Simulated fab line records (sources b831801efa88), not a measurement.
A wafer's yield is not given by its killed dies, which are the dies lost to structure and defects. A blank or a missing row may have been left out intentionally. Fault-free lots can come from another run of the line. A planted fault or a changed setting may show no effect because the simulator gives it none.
Which tool did it? + flow gf180mcu + 21 wafers from 7 lots sampled at 2 of the route's 602 steps

WHAT EACH GAUGE READ, for each wafer
GF_TOP_METAL_RS_MEAS_05: measures by four-point-probe.
| lot  | measured     | on            | TOP_METAL_ALCU_RS (ohm/sq) |
|------|--------------|---------------|----------------------------|
| L783 | day 28 02:42 | film_metro-04 | 0.0323 0.0326 0.0322       |
| L786 | day 29 14:01 | film_metro-02 | 0.0331 0.0332 0.0335       |
| L789 | day 30 00:52 | film_metro-04 | 0.0327 0.0326 0.0327       |
| L793 | day 31 05:37 | film_metro-01 | 0.0327 0.0327 0.0324       |
| L797 | day 32 08:05 | film_metro-01 | 0.0326 0.0329 0.0328       |
| L799 | day 32 17:16 | film_metro-04 | 0.0328 0.0334 0.0332       |
| L805 | day 34 00:40 | film_metro-01 | 0.0349 0.0353 0.0349       |

EACH LOT AND THE TOOL THAT RAN IT (in order: tool; ch and the chambers of the sampled wafers; start)
| lot  | GF_TOP_METAL_SPUTTER_02      |
|------|------------------------------|
| L783 | pvd_sputter-01, day 28 02:37 |
| L786 | pvd_sputter-03, day 29 13:52 |
| L789 | pvd_sputter-02, day 30 00:45 |
| L793 | pvd_sputter-03, day 31 05:28 |
| L797 | pvd_sputter-01, day 32 07:59 |
| L799 | pvd_sputter-03, day 32 17:10 |
| L805 | pvd_sputter-01, day 34 00:34 |
- GF_TOP_METAL_SPUTTER_02: material AlCu, target thk 900 nm, time 47.82 s.

THE ANSWER, worked out from the rows above alone
Rule: the lots themselves supply what counts as usual. The widest of any qualifying gaps counts: lots, ordered by their means at a reading, are off when they make up no more than a third of the lots, leave a main group of 4 or more, and stand apart from it by 3 or more times the standard deviation of that group's means. A main group is skipped when, at the precision printed for the reading in the tables above, its means are all equal. A lot without any number at a reading at which 4 lots or more have one is off too. Any other lot the step has rows for is counted as sound.
Off: at GF_TOP_METAL_RS_MEAS_05 (TOP_METAL_ALCU_RS), L805. Mean 0.0328 ohm/sq and standard deviation 0.00031 in the main group.
If a tool, at a process step before that reading, ran all the lots that are off and no sound lot after the first of them, it fits. Gauges at GF_TOP_METAL_RS_MEAS_05: tried the same way as those tools. Can't be told from this: 2 tools fit, pvd_sputter-01 at GF_TOP_METAL_SPUTTER_02, film_metro-01 at GF_TOP_METAL_RS_MEAS_05.

WHAT HAD BEEN PUT IN BY THE SIMULATOR
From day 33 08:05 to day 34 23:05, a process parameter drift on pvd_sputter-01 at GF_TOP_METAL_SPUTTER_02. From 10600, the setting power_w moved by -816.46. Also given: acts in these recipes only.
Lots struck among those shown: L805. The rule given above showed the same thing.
